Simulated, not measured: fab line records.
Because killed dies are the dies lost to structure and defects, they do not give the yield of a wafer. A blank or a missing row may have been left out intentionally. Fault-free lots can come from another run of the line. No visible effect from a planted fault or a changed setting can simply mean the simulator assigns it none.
fab line records	flow sky130
record lots=12	wafers=36	last-day=50
route steps=708 shown FIELD_ISO@2 METAL5@667 PASSIVATION@693 PAD_OPEN@708
lots that met no fault: from a run of the same line without faults
start-h: hours from the record's first day to the start of the lot's first wafer shown	wait-h: hours since the lot's step before	" unchanged from the row above	L1.1+2: several wafers, shown together as one row	- no value, or no start given	* or withheld: withheld	< > ~ a bound
route shown NAME@n: NAME is a module with steps in the file, n the number in the route of the first one	usual: mean/standard deviation of fault-free wafers	same: alike in all rows	chamber/n: place in a boat	sites: readings site by site	_std_site: how widely they spread, as a standard deviation	_edge_site: outer sites' mean less inner sites'	radius-mm: for every site, how far away it sits from the centre of the wafer	mask NAME#n: copy n	behind: the last tool/chamber to shape the wafer	hold: what put the lot on hold/how long, in hours/how the hold closed	device: names the non-switching transistor (n, p or np)	end of line: tests run on the same wafers once the route is complete	a step with no rows: only its recipe	killed: count of dies lost to structure and defects at first sort (not the wafer's yield)	map: a wafer's dies, x killed, . not, _ none there
set.NAME: the setting as run; set.NAME@STEP: as run at that earlier step	model.NAME: the simulator's own value behind a step, which no gauge read
steps of the route over a sample of lots; a table a step, a row a wafer
services: when a tool's chamber went out of use (start-h, in hours from the record's first day, below 0 if earlier), for how many hours, and the reason
## steps
# step SKY_FIELD_ISO_OXIDATION_01
# recipe temp-c=900	ambient=O2	stabilise-s=600	purge-s=300	target-thk-a=120	ox-time-s=1843
lot.wafer	tool	chamber	start-h	wait-h
L512.3+4+6	furnace-01	0	10.12	0.1
L513.1+4+5	furnace-02	0	15.16	0.1
L514.1+4+6	furnace-01	0	20.12	0.1
L515.2+3+6	furnace-01	0	25.12	0.1
L516.3+4+5	furnace-01	0	30.12	0.1
L517.1+3+5	furnace-02	0	36.43	1.4
L520.4+5+6	furnace-02	0	50.92	0.8
L522.1+2+6	furnace-02	0	60.12	0.1
L524.1+4+6	furnace-01	0	70.35	0.3
L529.1+5+6	furnace-01	0	99.30	4.3
L534.1+3+4	furnace-01	0	120.12	0.1
L535.1+2+4	furnace-02	0	125.97	1.0
# step SKY_METAL5_THK_MEAS_06
# recipe thk-meas-gauge=xrf	reads=AlCu_of_METAL5_SPUTTER_02
# usual METAL5_ALCU_THK=1161/18
lot.wafer	tool	chamber	start-h	wait-h	METAL5_ALCU_THK[nm]
L513.1	film-metro-02	-	1012.36	0.1	1135
L513.4	"	-	"	"	1167
L513.5	"	-	"	"	1165
L512.3	film-metro-01	-	1017.46	0.1	1160
L512.4	"	-	"	"	1139
L512.6	"	-	"	"	1156
L514.1	film-metro-04	-	1020.79	0.1	1165
L514.4	"	-	"	"	1180
L514.6	"	-	"	"	1185
L515.2	film-metro-02	-	1022.00	0.1	1162
L515.3	"	-	"	"	1160
L515.6	"	-	"	"	1151
L516.3	film-metro-01	-	1024.44	0.1	1154
L516.4	"	-	"	"	1159
L516.5	"	-	"	"	1126
L517.1	film-metro-01	-	1033.85	0.1	1149
L517.3	"	-	"	"	1162
L517.5	"	-	"	"	1151
L520.4	film-metro-01	-	1067.88	0.1	1153
L520.5	"	-	"	"	1151
L520.6	"	-	"	"	1165
L522.1	film-metro-04	-	1074.38	0.1	1158
L522.2	"	-	"	"	1176
L522.6	"	-	"	"	1146
L524.1	film-metro-01	-	1092.28	0.1	1134
L524.4	"	-	"	"	1121
L524.6	"	-	"	"	1128
L529.1	film-metro-04	-	1121.63	0.1	1157
L529.5	"	-	"	"	1177
L529.6	"	-	"	"	1155
L534.1	film-metro-02	-	1142.25	0.1	1202
L534.3	"	-	"	"	1171
L534.4	"	-	"	"	1194
L535.1	film-metro-04	-	1148.25	0.1	1176
L535.2	"	-	"	"	1167
L535.4	"	-	"	"	1164
# step SKY_METAL5_STRIP_16
# recipe chemistry=O2/N2	power-w=1400	pressure-mtorr=1500	platen-temp-c=withheld	o2-flow-sccm=3000	n2-flow-sccm=300	overash-fraction=0.5
# usual chamber-pressure-mTorr=1500.0/1.4	drypump-motor-current-A=5.5/0.43	oes-product-au=0.711/0.0047	strip-time-to-endpoint-s=13.12/0.16
lot.wafer	tool	chamber	start-h	wait-h	chamber-pressure-mTorr	drypump-motor-current-A	oes-product-au	rf-hours-counter-h	strip-time-to-endpoint-s
L513.1	plasma-asher-02	0	1035.05	0.2	1500.6	6.1	0.711	121	13.17
L513.4	"	0	"	"	1502.1	6.1	0.719	-	13.09
L513.5	"	0	"	"	1502.4	6.1	0.713	-	13.11
L512.3	plasma-asher-02	0	1039.74	0.1	1498.7	6.1	0.711	-	13.25
L512.4	"	1	"	"	1500.0	5.8	0.710	-	13.03
L512.6	"	1	"	"	1500.0	5.8	0.706	-	13.03
L514.1	plasma-asher-01	1	1043.49	0.2	1498.5	4.7	0.705	30	13.39
L514.4	"	1	"	"	1499.8	4.7	0.717	-	13.36
L514.6	"	1	"	"	1502.2	4.7	0.713	-	13.30
L515.2	plasma-asher-03	0	1044.45	0.2	1499.1	5.2	0.715	60	13.22
L515.3	"	0	"	"	1502.4	5.2	0.709	-	12.97
L515.6	"	0	"	"	1500.4	5.2	0.716	-	12.94
L516.3	plasma-asher-02	1	1046.99	0.1	1500.6	5.8	0.713	-	13.23
L516.4	"	0	"	"	1501.4	6.1	0.704	-	13.00
L516.5	"	0	"	"	1497.5	6.1	0.709	-	13.04
L517.1	plasma-asher-03	1	1057.04	0.2	1500.2	5.2	0.711	62	12.91
L517.3	"	0	"	"	1499.1	5.2	0.718	-	13.19
L517.5	"	1	"	"	1501.1	5.3	0.707	-	12.84
L520.4	plasma-asher-01	0	1090.84	0.1	1500.1	5.9	0.705	-	13.30
L520.5	"	1	"	"	1500.0	4.7	0.704	-	13.37
L520.6	"	0	"	"	1500.0	5.9	0.712	-	12.99
L522.1	plasma-asher-03	0	1096.85	0.2	1499.9	5.2	0.707	66	13.29
L522.2	"	1	"	"	1498.2	5.3	0.708	66	12.95
L522.6	"	1	"	"	1503.9	5.3	0.711	-	12.96
L524.1	plasma-asher-03	0	1111.24	0.2	1502.1	5.2	0.710	67	13.33
L524.4	"	0	"	"	1498.8	5.2	0.711	-	13.10
L524.6	"	1	"	"	1502.0	5.2	0.706	-	12.99
L529.1	plasma-asher-01	1	1140.41	0.2	1500.9	4.7	0.717	38	12.96
L529.5	"	1	"	"	1499.9	4.7	0.704	-	12.91
L529.6	"	0	"	"	1500.4	5.8	0.715	-	13.15
L534.1	plasma-asher-02	0	1160.79	0.2	1502.7	6.1	0.709	10	13.01
L534.3	"	0	"	"	1499.4	6.1	0.715	-	13.04
L534.4	"	1	"	"	1500.9	5.8	0.709	-	13.25
L535.1	plasma-asher-02	0	1165.70	0.2	1496.2	6.1	0.717	10	12.98
L535.2	"	1	"	"	1501.1	5.8	0.712	10	13.25
L535.4	"	0	"	"	1503.9	6.1	0.713	-	12.98
# step SKY_PASSIVATION_STRIP_12
# recipe chemistry=O2/N2	power-w=1400	pressure-mtorr=1500	platen-temp-c=withheld	overash-fraction=0.7	o2-flow-sccm=3000	n2-flow-sccm=300
# usual chamber-pressure-mTorr=1500.1/1.5	drypump-motor-current-A=5.31/0.3	oes-product-au=0.661/0.0044	strip-time-to-endpoint-s=31.55/0.12
lot.wafer	tool	chamber	start-h	wait-h	chamber-pressure-mTorr	drypump-motor-current-A	oes-product-au	rf-hours-counter-h	strip-time-to-endpoint-s
L513.1	plasma-asher-03	1	1059.61	0.1	1503.7	5.21	0.663	62	31.58
L513.4	"	1	"	"	1495.8	5.26	0.664	-	31.58
L513.5	"	0	"	"	1500.1	5.24	0.663	-	31.65
L512.3	plasma-asher-03	0	1063.34	0.1	1501.3	5.22	0.659	-	31.85
L512.4	"	1	"	"	1499.0	5.27	0.660	-	31.63
L512.6	"	1	"	"	1501.4	5.29	0.662	-	31.76
L514.1	plasma-asher-01	0	1067.56	0.1	1499.8	5.85	0.666	32	31.48
L514.4	"	1	"	"	1501.7	4.73	0.667	-	31.58
L514.6	"	1	"	"	1499.4	4.74	0.657	-	31.61
L515.2	plasma-asher-03	1	1068.22	0.1	1500.7	5.23	0.657	63	31.78
L515.3	"	1	"	"	1499.2	5.25	0.663	-	31.69
L515.6	"	0	"	"	1497.1	5.24	0.658	-	31.62
L516.3	plasma-asher-04	0	1070.36	0.1	1501.8	5.54	0.660	-	31.40
L516.4	"	1	"	"	1499.5	5.32	0.663	-	31.65
L516.5	"	0	"	"	1499.4	5.57	0.658	-	31.47
L517.1	plasma-asher-01	1	1080.62	0.1	1498.5	4.74	0.659	34	31.43
L517.3	"	0	"	"	1499.2	5.84	0.660	-	31.41
L517.5	"	1	"	"	1499.2	4.74	0.663	-	31.53
L520.4	plasma-asher-04	0	1110.73	0.0	1500.9	5.51	0.665	-	31.60
L520.5	"	1	"	"	1500.0	5.28	0.663	-	31.57
L520.6	"	0	"	"	1501.0	5.53	0.662	-	31.65
L522.1	plasma-asher-03	1	1117.07	0.1	1499.4	5.26	0.663	68	31.55
L522.2	"	0	"	"	1499.9	5.20	0.664	68	31.54
L522.6	"	0	"	"	1501.8	5.17	0.662	-	31.63
L524.1	plasma-asher-01	1	1131.42	0.1	1500.5	4.73	0.666	37	31.37
L524.4	"	0	"	"	1500.1	5.86	0.655	-	31.37
L524.6	"	0	"	"	1501.3	5.85	0.660	-	31.44
L529.1	plasma-asher-03	0	1159.36	0.1	1501.0	5.24	0.663	72	31.58
L529.5	"	1	"	"	1500.3	5.26	0.662	-	31.65
L529.6	"	0	"	"	1498.2	5.23	0.660	-	31.72
L534.1	plasma-asher-03	1	1178.76	0.1	1501.9	5.26	0.663	74	31.52
L534.3	"	1	"	"	1498.6	5.22	0.671	-	31.45
L534.4	"	0	"	"	1498.7	5.22	0.654	-	31.63
L535.1	plasma-asher-01	1	1183.21	0.1	1500.1	4.73	0.657	42	31.62
L535.2	"	0	"	"	1501.9	5.84	0.666	42	31.30
L535.4	"	0	"	"	1500.2	5.85	0.658	-	31.48
# step SKY_PAD_OPEN_PROBE_99
# usual killed_at_M0_to_M3=43/7.2	killed_at_M4_up=3.1/1.8	killed-at-contacts=24/5.4	killed-at-front-end=15/4.4	killed-at-other=0.4/0.56	killed-dies=86/9.3	killed-on-rim=17/3.6	killed-open=47/6.9	killed-short=39/6.6
# same gross-dies=492	killed-at-back-side=0
lot.wafer	tool	chamber	start-h	wait-h	killed_at_M0_to_M3	killed_at_M4_up	killed-at-contacts	killed-at-front-end	killed-at-other	killed-dies	killed-on-rim	killed-open	killed-short
L512.3	prober-02	-	1088.77	0.2	31	4	19	23	0	77	13	55	22
L512.4	prober-02	-	1088.82	0.2	37	7	23	24	0	91	19	45	46
L512.6	prober-02	-	1088.92	0.2	44	3	23	24	0	94	18	54	40
L514.1	prober-01	-	1092.26	0.1	38	6	15	13	0	72	17	40	32
L514.4	prober-01	-	1092.41	0.2	37	2	23	21	0	83	18	48	35
L514.6	prober-01	-	1092.51	0.2	43	4	27	15	1	90	17	50	40
L520.4	prober-01	-	1132.81	0.2	38	2	19	146	0	205	41	39	31
L520.5	prober-01	-	1132.86	0.2	38	5	27	141	1	212	33	45	35
L520.6	prober-01	-	1132.91	0.2	37	1	25	138	2	203	44	35	38
L522.1	prober-02	-	1138.69	0.1	38	1	21	145	0	205	42	37	38
L522.2	prober-02	-	1138.74	0.1	35	1	24	136	0	196	37	44	26
L522.6	prober-02	-	1138.94	0.2	39	4	21	146	0	210	31	47	28
L524.1	prober-01	-	1152.27	0.1	37	4	26	15	2	84	17	44	38
L524.4	prober-01	-	1152.42	0.2	39	2	22	23	1	87	18	48	36
L524.6	prober-01	-	1152.52	0.2	33	1	26	16	0	76	18	46	29
L529.1	prober-02	-	1179.65	0.1	46	4	28	23	0	101	16	55	46
L529.5	prober-02	-	1179.85	0.2	46	3	27	11	0	87	15	52	35
L529.6	prober-02	-	1179.90	0.2	30	3	25	19	0	77	14	32	43
# killed by level:class
L512.3 VIA2:geometric-particle:open=9 LI_CONTACT:geometric-particle:open=8 VIA1:geometric-particle:open=8 POLY_GATE:geometric-particle:open=7 CONTACT:geometric-particle:open=7 FIELD_ISO:geometric-particle:open=6 VIA3:geometric-particle:open=5 FIELD_ISO:geometric-particle:short=4
L512.4 FIELD_ISO:geometric-particle:open=11 VIA1:geometric-particle:short=8 FIELD_ISO:geometric-particle:short=7 CONTACT:geometric-particle:short=7 CONTACT:geometric-particle:open=7 VIA1:geometric-particle:open=7 METAL1:geometric-particle:short=6 METAL2:geometric-particle:short=4
L512.6 VIA1:geometric-particle:open=15 FIELD_ISO:geometric-particle:short=7 CONTACT:geometric-particle:open=7 POLY_GATE:geometric-particle:short=6 LI_CONTACT:geometric-particle:open=5 CONTACT:geometric-particle:short=5 METAL1:geometric-particle:short=5 VIA3:geometric-particle:open=5
L514.1 VIA1:geometric-particle:open=15 METAL2:geometric-particle:short=6 CONTACT:geometric-particle:open=5 CONTACT:geometric-particle:short=4 METAL1:geometric-particle:short=4 VIA2:geometric-particle:open=4 FIELD_ISO:geometric-particle:open=3 POLY_GATE:geometric-particle:short=3
L514.4 VIA3:geometric-particle:open=8 LI_CONTACT:geometric-particle:open=7 VIA1:geometric-particle:open=7 VIA2:geometric-particle:open=6 FIELD_ISO:geometric-particle:open=5 FIELD_ISO:geometric-particle:short=5 LOCAL_INTERCONNECT:geometric-particle:short=5 POLY_GATE:geometric-particle:open=4
L514.6 VIA1:geometric-particle:open=9 CONTACT:geometric-particle:open=8 VIA3:geometric-particle:open=7 FIELD_ISO:geometric-particle:short=6 LI_CONTACT:geometric-particle:open=6 VIA2:geometric-particle:open=6 LOCAL_INTERCONNECT:geometric-particle:short=5 METAL2:geometric-particle:short=5
L520.4 FIELD_ISO:unspecified=135 VIA1:geometric-particle:open=7 METAL2:geometric-particle:short=6 VIA2:geometric-particle:open=6 FIELD_ISO:geometric-particle:open=5 LOCAL_INTERCONNECT:geometric-particle:short=5 LI_CONTACT:geometric-particle:open=5 METAL1:geometric-particle:short=5
L520.5 FIELD_ISO:unspecified=132 LI_CONTACT:geometric-particle:open=10 VIA3:geometric-particle:open=8 LOCAL_INTERCONNECT:geometric-particle:short=6 CONTACT:geometric-particle:open=6 VIA1:geometric-particle:open=6 VIA2:geometric-particle:open=6 METAL2:geometric-particle:short=5
L520.6 FIELD_ISO:unspecified=129 CONTACT:geometric-particle:open=9 METAL2:geometric-particle:short=8 VIA1:geometric-particle:short=6 LOCAL_INTERCONNECT:geometric-particle:short=5 METAL3:geometric-particle:short=5 LI_CONTACT:geometric-particle:open=4 VIA1:geometric-particle:open=4
L522.1 FIELD_ISO:unspecified=130 VIA1:geometric-particle:open=10 LI_CONTACT:geometric-particle:open=6 CONTACT:geometric-particle:short=6 METAL1:geometric-particle:short=6 FIELD_ISO:geometric-particle:short=5 CONTACT:geometric-particle:open=5 METAL2:geometric-particle:short=5
L522.2 FIELD_ISO:unspecified=126 LI_CONTACT:geometric-particle:open=11 VIA1:geometric-particle:open=11 LOCAL_INTERCONNECT:geometric-particle:short=5 CONTACT:geometric-particle:open=5 VIA1:geometric-particle:short=5 METAL1:geometric-particle:open=4 METAL2:geometric-particle:short=4
L522.6 FIELD_ISO:unspecified=135 VIA1:geometric-particle:open=9 LI_CONTACT:geometric-particle:open=8 VIA2:geometric-particle:open=8 CONTACT:geometric-particle:open=7 METAL1:geometric-particle:short=6 VIA1:geometric-particle:short=5 METAL4:geometric-particle:short=4
L524.1 VIA1:geometric-particle:open=10 CONTACT:geometric-particle:open=9 LI_CONTACT:geometric-particle:open=7 VIA1:geometric-particle:short=7 VIA3:geometric-particle:open=6 CONTACT:geometric-particle:short=5 FIELD_ISO:geometric-particle:short=4 FIELD_ISO:geometric-particle:open=4
L524.4 VIA1:geometric-particle:open=12 POLY_GATE:geometric-particle:open=8 LI_CONTACT:geometric-particle:open=8 VIA1:geometric-particle:short=6 FIELD_ISO:geometric-particle:short=4 LOCAL_INTERCONNECT:geometric-particle:short=4 CONTACT:geometric-particle:open=4 METAL2:geometric-particle:short=4
L524.6 CONTACT:geometric-particle:open=11 VIA1:geometric-particle:open=9 LI_CONTACT:geometric-particle:open=6 VIA2:geometric-particle:open=6 VIA1:geometric-particle:short=6 FIELD_ISO:geometric-particle:short=5 METAL3:geometric-particle:short=5 LOCAL_INTERCONNECT:geometric-particle:short=4
L529.1 CONTACT:geometric-particle:open=13 VIA1:geometric-particle:open=9 VIA2:geometric-particle:open=8 FIELD_ISO:geometric-particle:short=7 LI_CONTACT:geometric-particle:open=7 METAL1:geometric-particle:short=6 VIA1:geometric-particle:short=6 POLY_GATE:geometric-particle:short=5
L529.5 CONTACT:geometric-particle:open=12 VIA1:geometric-particle:open=12 VIA1:geometric-particle:short=7 METAL2:geometric-particle:short=7 LI_CONTACT:geometric-particle:open=6 VIA2:geometric-particle:open=6 POLY_GATE:geometric-particle:open=5 LI_CONTACT:geometric-particle:short=4
L529.6 CONTACT:geometric-particle:open=6 FIELD_ISO:geometric-particle:short=5 LI_CONTACT:geometric-particle:short=5 LI_CONTACT:geometric-particle:open=5 LOCAL_INTERCONNECT:geometric-particle:short=5 METAL1:geometric-particle:short=5 VIA1:geometric-particle:open=5 POLY_GATE:geometric-particle:short=4
## services
tool	chamber	start-h	hours	kind
furnace-01	-	-13.51	3.4	pm
plasma-asher-01	-	9.98	3.5	repair
furnace-01	-	71.87	13.6	pm
furnace-01	-	89.88	7.9	repair
plasma-asher-03	-	133.71	0.7	repair
furnace-01	-	148.33	2.8	pm
furnace-01	-	268.46	5.3	pm
plasma-asher-03	-	315.07	7.8	repair
furnace-01	-	316.63	3.6	pm
plasma-asher-03	-	343.35	2.8	pm
plasma-asher-03	-	421.25	9.0	pm
plasma-asher-01	-	422.56	2.8	pm
plasma-asher-01	-	437.41	0.7	repair
plasma-asher-03	-	447.01	2.4	repair
furnace-01	-	485.13	3.1	pm
plasma-asher-01	-	526.68	3.8	repair
furnace-01	-	549.57	2.6	pm
furnace-01	-	643.05	4.1	pm
furnace-01	-	655.42	2.4	pm
plasma-asher-03	-	658.47	0.7	repair
plasma-asher-01	-	733.75	9.0	pm
furnace-01	-	769.74	11.7	repair
plasma-asher-03	-	801.77	1.6	repair
plasma-asher-03	-	988.74	5.0	repair
## key
first-sign step=SKY_PAD_OPEN_PROBE_99	reading=killed-at-front-end	direction=up	sigmas=29	usual=15	struck=142
effect step=SKY_PAD_OPEN_PROBE_99	reading=killed-dies	direction=up	sigmas=13	usual=86	struck=205
met-at SKY_FIELD_ISO_OXIDATION_01
struck-lots L520,L522
tester-left-out L520,L522
not-acting-at SKY_METAL5_THK_MEAS_06,SKY_METAL5_STRIP_16,SKY_PASSIVATION_STRIP_12
onset-between 36.43 50.92
fault kind=chamber-particle-source	tool=furnace-02	chamber=-	onset-h=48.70	steps=SKY_FIELD_ISO_OXIDATION_01	rate-per-visit-cm2=0.66132	end-h=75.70
# tester-left-out: of these lots the tester's yield and bins aren't shown, on N5 and GAA mostly nor the transistor test; their killed dies are dies lost to structure and defects alone, not to doping, threshold or leakage, so they don't give the yield
